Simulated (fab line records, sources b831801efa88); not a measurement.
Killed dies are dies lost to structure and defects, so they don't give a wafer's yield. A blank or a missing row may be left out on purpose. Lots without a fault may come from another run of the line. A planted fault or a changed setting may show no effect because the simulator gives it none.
Which tool did it? | flow sky130 | 10 lots, 29 wafers sampled, at 6 steps of a route of 708

WHAT THE GAUGES READ, wafer by wafer
SKY_VIA1_BOW_MEAS_03. Usual: VIA1_BOW 79 um, standard deviation 6.1.
lot  | measured     | on            | VIA1_BOW (um) | flag
L429 | day 32 07:32 | film_metro-02 | 68 80 76      |
L430 | day 32 22:09 | film_metro-03 | 81 81 79      |
L432 | day 35 00:33 | film_metro-01 | 86 77 77      |
L431 | day 35 00:53 | film_metro-01 | 84 84 77      |
L435 | day 35 03:03 | film_metro-02 | 79 84 85      |
L434 | day 35 06:16 | film_metro-02 | 82 82 82      |
L438 | day 35 17:11 | film_metro-01 | 78 76         |
L446 | day 38 20:56 | film_metro-02 | 77 86 87      |
L449 | day 39 03:44 | film_metro-02 | 87 73 86      |
L451 | day 39 17:37 | film_metro-01 | 75 77 87      |

SKY_VIA1_RS_MEAS_22: measures by four-point-probe. Usual: VIA1_W_RS 0.426 ohm/sq, standard deviation 0.0066.
lot  | measured     | on            | VIA1_W_RS (ohm/sq) | flag
L429 | day 33 11:42 | film_metro-02 | 0.426 0.432 0.429  |
L430 | day 34 02:07 | film_metro-02 | 0.429 0.435 0.422  |
L432 | day 36 03:23 | film_metro-01 | 0.422 0.420 0.421  |
L431 | day 36 03:43 | film_metro-03 | 0.433 0.438 0.436  |
L435 | day 36 06:08 | film_metro-01 | 0.431 0.430 0.435  |
L434 | day 36 09:13 | film_metro-01 | 0.604 0.434 0.438  | OFF
L438 | day 36 19:47 | film_metro-02 | 0.434 0.584        | OFF
L446 | day 39 22:38 | film_metro-03 | 0.430 0.425 0.430  |
L449 | day 40 04:46 | film_metro-01 | 0.417 0.431 0.418  |
L451 | day 40 19:35 | film_metro-02 | 0.409 0.407 0.405  |

SKY_VIA1_THK_MEAS_23: measures by xrf. Usual: VIA1_W_THK 265 nm, standard deviation 4.7.
lot  | measured     | on            | VIA1_W_THK (nm) | flag
L429 | day 33 11:49 | film_metro-02 | 263 261 261     |
L430 | day 34 02:14 | film_metro-02 | 263 259 267     |
L432 | day 36 03:29 | film_metro-01 | 269 268 271     |
L431 | day 36 03:49 | film_metro-03 | 256 253 255     |
L435 | day 36 06:15 | film_metro-01 | 263 264 260     |
L434 | day 36 09:19 | film_metro-01 | 190 263 260     | OFF
L438 | day 36 19:54 | film_metro-02 | 260 194         | OFF
L446 | day 39 22:44 | film_metro-03 | 260 262 259     |
L449 | day 40 04:53 | film_metro-01 | 273 264 273     |
L451 | day 40 19:41 | film_metro-02 | 276 277 278     |

WHICH TOOL RAN EACH LOT (tool, then ch and the chambers of the sampled wafers, then the start)
lot  | SKY_LOCAL_INTERCONNECT_STRIP_15      | SKY_METAL1_DESCUM_17              | SKY_VIA1_CVD_21
L429 | plasma_asher-02 ch 0,1, day 29 19:34 | rie_metal-02 ch 1, day 32 06:17   | cvd_w-02 ch 1, day 33 11:36
L430 | plasma_asher-01 ch 0,1, day 30 10:52 | rie_metal-02 ch 0,1, day 32 20:55 | cvd_w-02 ch 0,1, day 34 02:02
L432 | plasma_asher-04 ch 0,1, day 32 13:22 | rie_metal-02 ch 0,1, day 34 23:17 | cvd_w-01 ch 0,1, day 36 03:16
L431 | plasma_asher-04 ch 0,1, day 32 14:56 | rie_metal-01 ch 0,1, day 34 23:37 | cvd_w-02 ch 0,1, day 36 03:37
L435 | plasma_asher-02 ch 0,1, day 32 16:27 | rie_metal-02 ch 0,1, day 35 01:15 | cvd_w-02 ch 0,1, day 36 06:02
L434 | plasma_asher-04 ch 0,1, day 32 19:33 | rie_metal-04 ch 0,1, day 35 04:59 | cvd_w-02 ch 0,1, day 36 09:07
L438 | plasma_asher-02 ch 1, day 33 08:12   | rie_metal-04 ch 1, day 35 15:53   | cvd_w-02 ch 0,1, day 36 19:41
L446 | plasma_asher-01 ch 0,1, day 36 12:01 | rie_metal-02 ch 0,1, day 38 19:30 | cvd_w-02 ch 1, day 39 22:31
L449 | plasma_asher-01 ch 1, day 36 19:42   | rie_metal-04 ch 0, day 39 02:27   | cvd_w-02 ch 0,1, day 40 04:41
L451 | plasma_asher-02 ch 0, day 37 10:11   | rie_metal-02 ch 0,1, day 39 16:19 | cvd_w-02 ch 1, day 40 19:28
- SKY_LOCAL_INTERCONNECT_STRIP_15: strips in O2/N2.
- SKY_METAL1_DESCUM_17: chemistry O2, time 8 s.
- SKY_VIA1_CVD_21: deposits W, target thk 270 nm, time 80.902 s.

WHAT THE TOOLS THEMSELVES READ (means of the sampled wafers that have a number; where no wafer has one, the mark that the record gives instead)
SKY_LOCAL_INTERCONNECT_STRIP_15. Usual: drypump_motor_current_A 5.7 A, standard deviation 0.54; o2_flow_sccm 3000 sccm, standard deviation 10; oes_product_au 0.427 a.u., standard deviation 0.0044; strip_time_to_endpoint_s 4.732 s, standard deviation 0.019.
lot  | tool            | drypump_motor_current_A (A) | o2_flow_sccm (sccm) | oes_product_au (a.u.) | strip_time_to_endpoint_s (s) | flag
L429 | plasma_asher-02 | 5.6                         | 2994                | 0.427                 | 4.736                        |
L430 | plasma_asher-01 | 5.9                         | 3006                | 0.430                 | 4.730                        |
L432 | plasma_asher-04 | 5.8                         | 3001                | 0.430                 | 4.728                        |
L431 | plasma_asher-04 | 5.8                         | 2985                | 0.430                 | 4.715                        |
L435 | plasma_asher-02 | 5.3                         | 2997                | 0.425                 | 4.716                        |
L434 | plasma_asher-04 | 6.1                         | 2994                | 0.428                 | 4.739                        |
L438 | plasma_asher-02 | 5.8                         | 2992                | 0.423                 | 4.704                        |
L446 | plasma_asher-01 | 5.9                         | 3008                | 0.426                 | 4.725                        |
L449 | plasma_asher-01 | 6.3                         | 2994                | 0.423                 | 4.750                        |
L451 | plasma_asher-02 | 5.1                         | 3009                | 0.426                 | 4.729                        |

SKY_METAL1_DESCUM_17. Usual: drypump_motor_current_A 5.63 A, standard deviation 0.28; oes_product_au 1.000 a.u., standard deviation 0.0058.
lot  | tool         | drypump_motor_current_A (A) | oes_product_au (a.u.) | flag
L429 | rie_metal-02 | 5.72                        | 0.999                 |
L430 | rie_metal-02 | 5.69                        | 0.997                 |
L432 | rie_metal-02 | 5.72                        | 1.001                 |
L431 | rie_metal-01 | 5.18                        | 0.995                 |
L435 | rie_metal-02 | 5.69                        | 1.001                 |
L434 | rie_metal-04 | 5.79                        | 1.006                 |
L438 | rie_metal-04 | 5.87                        | 0.990                 |
L446 | rie_metal-02 | 5.69                        | 1.003                 |
L449 | rie_metal-04 | 5.74                        | 1.000                 |
L451 | rie_metal-02 | 5.70                        | 1.005                 |

SKY_VIA1_CVD_21. Usual: heater_power_w 845 W, standard deviation 89; susceptor_temp_C 400.01 C, standard deviation 0.2.
lot  | tool     | heater_power_w (W) | susceptor_temp_C (C) | flag
L429 | cvd_w-02 | 761                | 399.97               |
L430 | cvd_w-02 | 832                | 400.06               |
L432 | cvd_w-01 | 896                | 400.04               |
L431 | cvd_w-02 | 866                | 400.04               |
L435 | cvd_w-02 | 884                | 399.73               |
L434 | cvd_w-02 | 812                | 400.14               |
L438 | cvd_w-02 | 848                | 399.95               |
L446 | cvd_w-02 | 772                | 399.76               |
L449 | cvd_w-02 | 828                | 399.95               |
L451 | cvd_w-02 | 779                | 400.09               |

THE ANSWER, worked out from the rows above alone
Rule: a lot is off if the mean of its wafers that have a number lies more than 3 standard deviations from the usual mean. A lot without any number at a reading at which 4 lots or more have one is off too. The other lots that the step has rows for count as sound. The gauges are gone through in route order, then the tools' own readings, and for those a lot's mean is taken as printed above. The first step at which some lot is off is used, and at that step the reading that is off furthest; a lot without a number counts as furthest.
Off: L434, L438, at SKY_VIA1_RS_MEAS_22 (VIA1_W_RS).
A tool fits if, at a process step before that reading, it ran every lot that is off, and no sound lot after the first of them. The gauges at SKY_VIA1_RS_MEAS_22 are tried like those tools. None of those tried fits.

WHAT THE SIMULATOR HAD PUT IN
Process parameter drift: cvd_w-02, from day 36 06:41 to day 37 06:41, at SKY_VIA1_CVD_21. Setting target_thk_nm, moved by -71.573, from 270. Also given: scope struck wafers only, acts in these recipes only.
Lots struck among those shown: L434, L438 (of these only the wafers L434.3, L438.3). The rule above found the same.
